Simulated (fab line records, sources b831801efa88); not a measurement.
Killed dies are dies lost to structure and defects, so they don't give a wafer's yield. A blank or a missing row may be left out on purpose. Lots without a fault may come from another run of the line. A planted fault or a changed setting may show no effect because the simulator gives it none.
One fault seen from 2 desks | flow sfq_line | each desk has only its own numbers; what lay behind them comes last

THE METROLOGY DESK
What the gauges read, lot by lot, whatever tool the lot ran on: means of the sampled wafers that have a number. A lot is out of limits, marked OUT, if its mean lies more than 4 standard deviations from the usual mean; the brackets give that distance.
Columns: A = R5_OVL at SFQ_R5_OVL_MEAS_935, usual 1 nm; B = I5_OVL at SFQ_I5_OVL_MEAS_936, usual 2 nm
lot  | first seen here | A  | B
L908 | day 48 01:46    | -5 | 2
L910 | day 49 02:06    | 3  | -3
L916 | day 51 04:02    | 1  | 5
L917 | day 51 05:14    | 0  | -1
L918 | day 56 21:00    | -8 | -2
L927 | day 63 05:38    | -5 | -6
L929 | day 64 21:14    | -2 | -1
This desk's finding: nothing out of limits on any of the 7 lots.

THE TOOL OWNER'S DESK: krf_scanner-02
The tool's own readings at SFQ_TRILAYER_I5_LITHO_EXPOSE_145 (exposes mask I5, target cd 700 nm): means of the sampled wafers that have a number, for each lot that ran on this tool. A lot is out of limits, marked OUT, if its mean lies more than 4 standard deviations from the usual mean; the brackets give that distance.
Columns: A = exposure_dose_mJ_cm2 at SFQ_TRILAYER_I5_LITHO_EXPOSE_145, usual 21.298; B = reticle_temp_C at SFQ_TRILAYER_I5_LITHO_EXPOSE_145, usual 23.00 C
lot  | first seen here | A                | B
L908 | day 49 19:22    | 21.281           | 22.92
L910 | day 50 05:58    | 21.313           | 22.83
L916 | day 52 14:32    | 20.839 (-20) OUT | 23.10
L917 | day 52 15:44    | 20.835 (-20) OUT | 22.87
L918 | day 59 21:50    | 20.844 (-20) OUT | 23.00
This desk's finding: out of limits on L916, L917, L918; first on L916, day 52 14:32 (exposure_dose_mJ_cm2 at SFQ_TRILAYER_I5_LITHO_EXPOSE_145). In limits: L908, L910.

PUT TOGETHER
The tool owner's desk could have raised an alarm at day 52 14:32, on L916, L917, L918.
The metrology desk saw nothing out of limits.
The metrology desk has L916, L917, L918 on record, within its limits.
Of the lots named, all ran SFQ_TRILAYER_I5_LITHO_EXPOSE_145 on krf_scanner-02.

WHAT THE SIMULATOR HAD PUT IN
Process parameter drift: krf_scanner-02, from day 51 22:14 on, at SFQ_TRILAYER_I5_LITHO_EXPOSE_145. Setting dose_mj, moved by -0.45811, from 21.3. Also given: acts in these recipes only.
Lots struck among those shown: L916, L917, L918.
Hours from the fault's start to each desk's first reading out of limits: the tool owner's desk, 16.
